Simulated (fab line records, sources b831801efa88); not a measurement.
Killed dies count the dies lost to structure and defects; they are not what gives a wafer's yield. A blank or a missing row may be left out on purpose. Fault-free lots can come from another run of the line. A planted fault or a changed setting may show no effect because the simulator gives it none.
Commonality check across tools ; flow gf180mcu ; 13 lots, 39 wafers sampled

## WHY THIS WAS OPENED
Of 13 lots, 2 have the reading MVSD_RS flagged at GF_VT_IMPLANT_RS_MEAS_46. Fault-free wafers read 456.6 ohm/sq, with a standard deviation of 1.
Rule: flag the lot when none of its wafers has a number, or when each of its wafers that has one lies beyond 4 standard deviations from that mean. The other lots count as sound.

lot;measured;on;MVSD_RS (ohm/sq), wafer by wafer;flag
L793;day 7 14:11;film_metro-03;456.7 456.3 456.6;
L795;day 8 03:57;film_metro-03;457.8 457.4 457.3;
L796;day 8 10:58;film_metro-03;455.7 455.6 456.7;
L797;day 8 15:11;film_metro-01;457.9 456.2 457.7;
L799;day 9 10:04;film_metro-03;456.2 455.7 455.7;
L800;day 9 22:26;film_metro-03;457.3 455.6 456.7;
L807;day 11 13:41;film_metro-01;468.6 468.5 470.0;FLAGGED
L810;day 12 11:05;film_metro-01;471.5 472.0 471.2;FLAGGED
L811;day 12 13:32;film_metro-03;457.2 457.4 457.7;
L812;day 13 00:50;film_metro-01;456.9 457.1 455.9;
L813;day 13 10:06;film_metro-03;456.4 455.2 456.0;
L814;day 13 11:37;film_metro-01;457.5 458.4 457.6;
L815;day 13 18:08;film_metro-01;457.0 457.3 456.5;
The mean of the flagged lots' numbers is 470.3 ohm/sq, +13.7 ohm/sq from the usual (+14 standard deviations).

## LOT BY LOT: THE TOOL USED
The record holds 2 process steps before the reading, out of a route of 602 steps. Every cell lists first the tool, next ch and the chambers used by the sampled wafers, and last the start.
lot;flag;GF_MVSD_IMPLANT_08;GF_MVSD_STRIP_10
L793;;implanter-04 ch 0, day 4 11:43;plasma_asher-02 ch 0,1, day 4 12:01
L795;;implanter-04 ch 0, day 4 21:52;plasma_asher-01 ch 0,1, day 4 22:10
L796;;implanter-01 ch 0, day 5 03:40;plasma_asher-02 ch 0,1, day 5 03:58
L797;;implanter-01 ch 0, day 5 08:14;plasma_asher-02 ch 0,1, day 5 08:31
L799;;implanter-02 ch 0, day 6 00:16;plasma_asher-03 ch 0,1, day 6 00:34
L800;;implanter-04 ch 0, day 6 11:47;plasma_asher-03 ch 0,1, day 6 12:03
L807;FLAGGED;implanter-04 ch 0, day 7 20:36;plasma_asher-01 ch 0,1, day 7 20:54
L810;FLAGGED;implanter-04 ch 0, day 8 14:25;plasma_asher-02 ch 0,1, day 8 14:43
L811;;implanter-02 ch 0, day 8 18:56;plasma_asher-02 ch 0,1, day 8 19:12
L812;;implanter-02 ch 0, day 9 02:06;plasma_asher-02 ch 0,1, day 9 02:24
L813;;implanter-02 ch 0, day 9 11:23;plasma_asher-03 ch 0,1, day 9 11:40
L814;;implanter-01 ch 0, day 9 13:04;plasma_asher-02 ch 0,1, day 9 13:22
L815;;implanter-01 ch 0, day 9 18:13;plasma_asher-03 ch 0,1, day 9 18:29
What these steps do:
- GF_MVSD_IMPLANT_08
- GF_MVSD_STRIP_10: strips in O2/N2.
- GF_VT_IMPLANT_RS_MEAS_46: measures by four-point-probe.

## FLAGGED AGAINST TOTAL, ONE TOOL AT A TIME (gauges that did the reading follow at the end)
step;tool;lots run;flagged;share of the flagged lots;sound lots run after its first flagged lot
GF_MVSD_IMPLANT_08;implanter-01;4;0;none;-
GF_MVSD_IMPLANT_08;implanter-02;4;0;none;-
GF_MVSD_IMPLANT_08;implanter-04;5;2;all;0
GF_MVSD_STRIP_10;plasma_asher-01;2;1;some;0
GF_MVSD_STRIP_10;plasma_asher-02;7;1;some;3 (L811,L812,L814)
GF_MVSD_STRIP_10;plasma_asher-03;4;0;none;-
GF_VT_IMPLANT_RS_MEAS_46;film_metro-01;6;2;all;3 (L812,L814,L815)
GF_VT_IMPLANT_RS_MEAS_46;film_metro-03;7;0;none;-

## WHAT THE TABLE ALLOWS
Every flagged lot went through 2 rows of the table: implanter-04 at GF_MVSD_IMPLANT_08 and film_metro-01 at GF_VT_IMPLANT_RS_MEAS_46.
- implanter-04 at GF_MVSD_IMPLANT_08: 2 of its 5 lots flagged. Its last sound lot is L800 (day 6 11:47), its first flagged lot L807 (day 7 20:36): a fault that began between those two fits. Its own readings lie more than 4 standard deviations out on every wafer of the flagged lots: beam_energy_keV.
- film_metro-01 at GF_VT_IMPLANT_RS_MEAS_46: 2 of its 6 lots flagged. Lots that were sound ran on it after the first flagged one (L812, L814, L815); a persistent fault on the entire tool would not allow that.
What remains is a single tool, implanter-04 at GF_MVSD_IMPLANT_08.

## WHAT HAD BEEN PUT IN BY THE SIMULATOR
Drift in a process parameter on implanter-04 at GF_MVSD_IMPLANT_08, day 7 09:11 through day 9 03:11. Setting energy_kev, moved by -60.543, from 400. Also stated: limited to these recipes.
Struck lots among those shown: L807, L810. Same finding as the rule above.
